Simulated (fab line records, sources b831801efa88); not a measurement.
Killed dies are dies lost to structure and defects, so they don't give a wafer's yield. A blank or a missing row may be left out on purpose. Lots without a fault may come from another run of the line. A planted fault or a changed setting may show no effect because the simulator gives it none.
Which tool did it? | flow gf180mcu | 12 lots, 36 wafers sampled, at 1 step of a route of 602

WHAT THE GAUGES READ, wafer by wafer
GF_CONTACT_THK_MEAS_01.
lot  | measured     | on            | CONTACT_CVD_00_THK (nm)
L075 | day 15 09:59 | film_metro-03 | 297 296 300
L077 | day 16 03:07 | film_metro-01 | 302 300 299
L079 | day 17 04:12 | film_metro-01 | 302 301 305
L081 | day 17 19:44 | film_metro-03 | 300 298 298
L083 | day 18 12:11 | film_metro-03 | 296 302 298
L085 | day 19 04:35 | film_metro-01 | 298 296 297
L087 | day 19 21:11 | film_metro-01 | 302 298 300
L089 | day 20 12:49 | film_metro-01 | 301 302 302
L091 | day 21 08:18 | film_metro-04 | 304 302 304
L093 | day 21 22:41 | film_metro-01 | 296 302 305
L095 | day 22 13:11 | film_metro-04 | 297 299 295
L097 | day 23 15:04 | film_metro-04 | 305 306 304

WHICH TOOL RAN EACH LOT (tool, then ch and the chambers of the sampled wafers, then the start)
The record holds no process step before these readings.

THE ANSWER, worked out from the rows above alone
Rule: what is usual is taken from the lots themselves. Put in order of their means at a reading, lots are off if they are a third of the lots or fewer, leave a main group of 4 or more, and stand apart from it by a gap of 3 or more times the standard deviation of the main group's means; of several such gaps the widest counts. A main group whose means are all the same, to the digits that the tables above print for the reading, isn't used. A lot without any number at a reading at which 4 lots or more have one is off too. The other lots that the step has rows for count as sound.
No lot is off at any reading shown: from this, nothing can be told.

WHAT THE SIMULATOR HAD PUT IN
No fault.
